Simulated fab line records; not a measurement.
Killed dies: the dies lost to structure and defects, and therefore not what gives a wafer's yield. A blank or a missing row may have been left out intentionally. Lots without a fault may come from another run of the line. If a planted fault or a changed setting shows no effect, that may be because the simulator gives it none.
Struck lot and sound lot, side by side -- flow gf180mcu -- 43 out of 602 route steps
Sound: wafers L267.1, L267.4, L267.6. Wafers L274.2, L274.3, L274.5 were the ones struck. Last of all comes the cause.
For every step that has rows: the tool of each side, followed by ch and its chambers, followed by its first start. Under that, the readings that differ: sound wafers -- struck wafers -- difference of the means -- sigmas: that difference in standard deviations of wafers without a fault.
alike: readings with means less than 2 such deviations apart, plus words and numbers identical on both sides. not compared: withheld readings, readings lacking a value on some wafer, bounds such as >300 that could conceal the same value, and numbers that have no deviation in the record and whose values overlap.
A row with sigmas, a row that says differs or no value, or rows on one side alone: a step with any of these is where the two part. Non-overlapping numbers with no deviation appear without sigmas and do not part them. A reading missing from all wafers of one side parts the sides only when that side holds two or more wafers.

first, 2 steps without rows for these wafers: GF_NWELL_IMPLANT_08; GF_NWELL_IMPLANT_09.
GF_NWELL_STRIP_10: strips in O2/N2.
  sound on plasma-asher-01 ch 0,1, day 4 15:11; struck on plasma-asher-01 ch 1, day 6 04:52
  alike: drypump-motor-current-A, heater-power-w, oes-product-au, strip-time-to-endpoint-s
  not compared: rf-hours-counter-h
GF_NWELL_TW_MEAS_11:
  sound on film-metro-01, day 4 15:17; struck on film-metro-03, day 6 04:58
  alike: NWELL_TW
then, 7 steps without rows for these wafers: GF_LVPWELL_DEHYDRATE_00 (time 60 s); GF_LVPWELL_HMDS_01 (prime time 60 s); GF_LVPWELL_COAT_02 (resist thk 3000 nm); GF_LVPWELL_SOFTBAKE_03; GF_LVPWELL_EXPOSE_04 (exposes mask LVPWELL, target cd 600 nm); GF_LVPWELL_PEB_05; GF_LVPWELL_DEVELOP_06 (develop time 60 s).
GF_LVPWELL_OVL_MEAS_07:
  sound on overlay-02, day 5 05:02; struck on overlay-01, day 6 19:37
  alike: LVPWELL_OVL
GF_LVPWELL_IMPLANT_08:
  sound on implanter-04 ch 0, day 5 05:05; struck on implanter-01, day 6 19:40
  no value came back on the struck wafers for beam-energy-keV, beam-on-s (s), implant-ion-amu; on the sound wafers beam-energy-keV reads 170.04 170.05 169.96
after that, 1 step had no rows for these wafers: GF_LVPWELL_IMPLANT_09.
GF_LVPWELL_STRIP_10: strips in O2/N2.
  sound on plasma-asher-03 ch 0,1, day 5 05:23; struck on plasma-asher-02 ch 0,1, day 6 19:57
  alike: drypump-motor-current-A, heater-power-w, oes-product-au, strip-time-to-endpoint-s
  not compared: rf-hours-counter-h
GF_LVPWELL_TW_MEAS_11:
  sound on film-metro-03, day 5 05:29; struck on film-metro-03, day 6 20:04
reading,sound,struck,difference,sigmas
LVPWELL_TW,566 564 568,342 340 342,-225,-46
then, 7 steps without rows for these wafers: GF_MVSD_DEHYDRATE_00 (time 60 s); GF_MVSD_HMDS_01 (prime time 60 s); GF_MVSD_COAT_02 (resist thk 3000 nm); GF_MVSD_SOFTBAKE_03; GF_MVSD_EXPOSE_04 (exposes mask MVSD, target cd 1000 nm); GF_MVSD_PEB_05; GF_MVSD_DEVELOP_06 (develop time 60 s).
GF_MVSD_OVL_MEAS_07:
  sound on overlay-01, day 5 20:08; struck on overlay-02, day 7 11:14
  alike: MVSD_OVL
then, 2 steps without rows for these wafers: GF_MVSD_IMPLANT_08; GF_MVSD_IMPLANT_09.
GF_MVSD_STRIP_10: strips in O2/N2.
  sound on plasma-asher-04 ch 0,1, day 5 20:28; struck on plasma-asher-03 ch 0,1, day 7 11:34
  alike: drypump-motor-current-A, heater-power-w, oes-product-au, strip-time-to-endpoint-s
  not compared: rf-hours-counter-h
GF_MVSD_TW_MEAS_11:
  sound on film-metro-03, day 5 20:34; struck on film-metro-01, day 7 11:40
  alike: MVSD_TW
then, 7 steps without rows for these wafers: GF_MVPSD_DEHYDRATE_00 (time 60 s); GF_MVPSD_HMDS_01 (prime time 60 s); GF_MVPSD_COAT_02 (resist thk 3000 nm); GF_MVPSD_SOFTBAKE_03; GF_MVPSD_EXPOSE_04 (exposes mask MVPSD, target cd 1000 nm); GF_MVPSD_PEB_05; GF_MVPSD_DEVELOP_06 (develop time 60 s).
GF_MVPSD_OVL_MEAS_07:
  sound on overlay-01, day 6 11:08; struck on overlay-02, day 8 02:54
reading,sound,struck,difference,sigmas
MVPSD_OVL (nm),-2.5 -2.0 -2.0,2.2 1.3 0.5,+3.5,+3
then, 2 steps without rows for these wafers: GF_MVPSD_IMPLANT_08; GF_MVPSD_IMPLANT_09.
GF_MVPSD_STRIP_10: strips in O2/N2.
  sound on plasma-asher-04 ch 0, day 6 11:29; struck on plasma-asher-04 ch 0, day 8 03:14
  alike: drypump-motor-current-A, heater-power-w, oes-product-au, strip-time-to-endpoint-s
  not compared: rf-hours-counter-h
GF_MVPSD_TW_MEAS_11:
  sound on film-metro-03, day 6 11:35; struck on film-metro-03, day 8 03:20
  alike: MVPSD_TW
then, 2 steps without rows for these wafers: GF_VT_IMPLANT_DEHYDRATE_00 (time 60 s); GF_VT_IMPLANT_HMDS_01 (prime time 60 s).
-- the record jumps here: 3 days lie between the struck wafers' starts before and after --
GF_VT_IMPLANT_RS_MEAS_48: a four-point-probe measurement.
  sound on film-metro-04, day 9 03:41; struck on film-metro-04, day 11 01:32
reading,sound,struck,difference,sigmas
LVPWELL_RS (ohm/sq),1193.8 1191.6 1189.3,3823.7 3822.9 3824.6,+2632.2,+99 or more

WHERE THEY PART
First at GF_LVPWELL_IMPLANT_08; last, within this record, at GF_VT_IMPLANT_RS_MEAS_48.

WHY: what had been put in by the simulator
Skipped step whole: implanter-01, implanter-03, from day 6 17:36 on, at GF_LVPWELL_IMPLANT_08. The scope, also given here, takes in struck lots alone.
